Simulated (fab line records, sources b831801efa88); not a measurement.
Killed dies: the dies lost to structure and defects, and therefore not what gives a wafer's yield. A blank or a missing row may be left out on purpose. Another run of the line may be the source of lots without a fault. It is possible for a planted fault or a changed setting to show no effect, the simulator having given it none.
Struck lot and sound lot, side by side | flow sky130 | 41 out of 708 route steps
Sound: wafers L113.1, L113.2, L113.3. Wafers struck: L101.1, L101.5, L101.6. At the end, the cause is stated.
For every step that has rows: the tool of each side, followed by ch and its chambers, followed by its first start. Under that, the readings that differ: sound wafers | struck wafers | difference of the means | sigmas: that difference in standard deviations of wafers without a fault.
alike: readings whose means differ by less than 2 such deviations, and words and numbers that are the same on both sides. not compared: withheld readings, readings that some wafer has no value for, bounds like >300 that may hide the same value, and numbers for which the record gives no deviation and whose values overlap.
A row with sigmas, a row that says differs or no value, or rows on one side alone: a step with any of these is where the two part. Numbers that have no deviation but don't overlap get no sigmas and don't part them. A reading missing from all wafers of one side parts the sides only when that side holds two or more wafers.

first, 8 steps without rows for these wafers: SKY_METAL5_DEHYDRATE_07 (time 60 s); SKY_METAL5_HMDS_08 (prime time 60 s); SKY_METAL5_COAT_09 (resist thk 1800 nm); SKY_METAL5_SOFTBAKE_10 (time 60 s); SKY_METAL5_EXPOSE_11 (exposes mask MM5, target cd 1600 nm); SKY_METAL5_PEB_12; SKY_METAL5_DEVELOP_13 (develop time 60 s); SKY_METAL5_DESCUM_14 (chemistry O2, time 11 s).
SKY_METAL5_METAL_ETCH_15: etches the open film in Cl2/BCl3, stops on SiO2, target depth 1260 nm, time 252 s.
  sound on rie metal-02 ch 0,1, day 48 09:01; struck on rie metal-02 ch 0,1, day 45 08:50
  alike: chamber pressure mTorr, drypump motor current A, oes product au, throttle valve pct
  not compared: rf hours counter h
SKY_METAL5_STRIP_16: strips in O2/N2.
  sound on plasma asher-03 ch 0,1, day 48 09:16; struck on plasma asher-03 ch 0,1, day 45 09:04
  reading                      | sound             | struck            | difference | sigmas
  strip time to endpoint s (s) | 13.06 13.00 13.08 | 13.26 13.36 13.23 | +0.24      | +2
  alike: chamber pressure mTorr, drypump motor current A, n2 flow sccm, oes product au
  not compared: rf hours counter h
then, 2 steps without rows for these wafers: SKY_METAL5_STRIP_17 (strips in post etch residue remover, time 1200 s); SKY_METAL5_CLEAN_18 (cleans in IPA, time 180 s).
SKY_METAL5_CLEAN_19: cleans in O3/DIW.
  sound on wet bench-02 ch 1, day 48 09:46; struck on wet bench-02 ch 3, day 45 09:34
SKY_PASSIVATION_CVD_00: deposits SiO2, target thk 90 nm.
  sound on pecvd-04 ch 0,1,2, day 48 09:51; struck on pecvd-02 ch 0,1, day 45 09:40
  alike: heater power w, susceptor temp C
SKY_PASSIVATION_THK_MEAS_01:
  sound on film metro-02 at day 48 09:52; struck on film metro-02 at day 45 09:41
  alike: PASSIVATION_CVD_00_THK
SKY_PASSIVATION_CVD_02: deposits Si3N4, target thk 540 nm.
  sound on pecvd-02 ch 0,1,2, day 48 09:56; struck on pecvd-04 ch 0,1, day 45 09:44
  alike: heater power w, susceptor temp C
SKY_PASSIVATION_THK_MEAS_03:
  sound on film metro-03 at day 48 10:10; struck on film metro-03 at day 45 09:58
  alike: PASSIVATION_CVD_02_THK
then, 8 steps without rows for these wafers: SKY_PASSIVATION_DEHYDRATE_04 (time 60 s); SKY_PASSIVATION_HMDS_05 (prime time 60 s); SKY_PASSIVATION_COAT_06 (resist thk 3000 nm); SKY_PASSIVATION_SOFTBAKE_07; SKY_PASSIVATION_EXPOSE_08 (exposes mask NSM, target cd 3000 nm); SKY_PASSIVATION_PEB_09; SKY_PASSIVATION_DEVELOP_10 (develop time 60 s); SKY_PASSIVATION_ETCH_11 (etches the open film in CF4/O2, stops on AlCu, target depth 725 nm, time 161.1 s).
SKY_PASSIVATION_STRIP_12: strips in O2/N2.
  sound on plasma asher-02 ch 0,1, day 49 03:42; struck on plasma asher-04 ch 0,1, day 46 05:41
  reading             | sound             | struck            | difference | sigmas
  n2 flow sccm (sccm) | 298.9 299.7 298.5 | 299.1 302.2 301.4 | +1.9       | +2
  alike: chamber pressure mTorr, drypump motor current A, oes product au, strip time to endpoint s
  not compared: rf hours counter h
then, 13 steps without rows for these wafers: SKY_PAD_OPEN_DEHYDRATE_00 (time 60 s); SKY_PAD_OPEN_HMDS_01 (prime time 60 s); SKY_PAD_OPEN_COAT_02 (resist thk 3000 nm); SKY_PAD_OPEN_SOFTBAKE_03; SKY_PAD_OPEN_EXPOSE_04 (exposes mask PDM, target cd 60000 nm); SKY_PAD_OPEN_PEB_05; SKY_PAD_OPEN_DEVELOP_06 (develop time 60 s); SKY_PAD_OPEN_ETCH_07 (etches the open film in CF4/O2, stops on AlCu, target depth 725 nm, time 161.1 s); SKY_PAD_OPEN_STRIP_08 (strips in O2/N2); SKY_PAD_OPEN_STRIP_09 (strips in post etch residue remover, time 1200 s); SKY_PAD_OPEN_CLEAN_10 (cleans in IPA, time 180 s); SKY_PAD_OPEN_CLEAN_11 (cleans in O3/DIW); SKY_PAD_OPEN_ANNEAL_12.
SKY_PAD_OPEN_BOW_MEAS_13:
  sound on film metro-02 at day 49 22:33; struck on film metro-02 at day 47 02:47
  alike: PAD_OPEN_BOW
SKY_PAD_OPEN_PROBE_99:
  sound on prober-02 at day 49 22:40; struck on prober-01 at day 47 02:55
  reading                               | sound             | struck                                                                     | difference                   | sigmas
  hold                                  | - - -             | await dispo/1.5h/release await dispo/1.5h/release await dispo/1.5h/release | no value on the sound wafers |
  defect limited yield (%)              | 82.5 80.1 83.9    | 73.6 77.0 74.0                                                             | -7.3                         | -4
  killed_at_M4_up                       | 2 2 1             | 38 35 36                                                                   | +35                          | +18
  killed dies                           | 86 98 79          | 130 113 128                                                                | +36                          | +4
  killed on rim                         | 24 21 12          | 28 29 32                                                                   | +11                          | +3
  sort_bin_3_pad_short (%)              | 1.2 1.4 0.8       | 3.7 3.0 3.7                                                                | +2.3                         | +5
  sort_bin_5_function (%)               | 10.8 11.4 9.3     | 13.0 15.4 13.2                                                             | +3.4                         | +2
  sort n pass                           | 406 394 413       | 362 379 364                                                                | -36                          | -4
  sort yield pct (%)                    | 82.5 80.1 83.9    | 73.6 77.0 74.0                                                             | -7.3                         | -4
  model.etest.tester.sort n pass        | 406 394 413       | 362 379 364                                                                | -36                          |
  model.etest.tester.sort yield pct (%) | 82.52 80.08 83.94 | 73.58 77.03 73.98                                                          | -7.32                        |
  model.etest.tester.sort_bin_5_pct (%) | 10.77 11.38 9.35  | 13.01 15.45 13.21                                                          | +3.39                        |
  model.etest.tester.sort_bin_3_pct (%) | 1.22 1.423 0.813  | 3.659 3.049 3.659                                                          | +2.304                       |
  alike: killed_at_M0_to_M3, killed at contacts, killed at front end, killed at other, killed open, killed short, sort_bin_6_memory

== WHERE THEY PART ==
Last at SKY_PAD_OPEN_PROBE_99 as far as this record goes, first at SKY_METAL5_STRIP_16.

WHY: what the simulator had put in
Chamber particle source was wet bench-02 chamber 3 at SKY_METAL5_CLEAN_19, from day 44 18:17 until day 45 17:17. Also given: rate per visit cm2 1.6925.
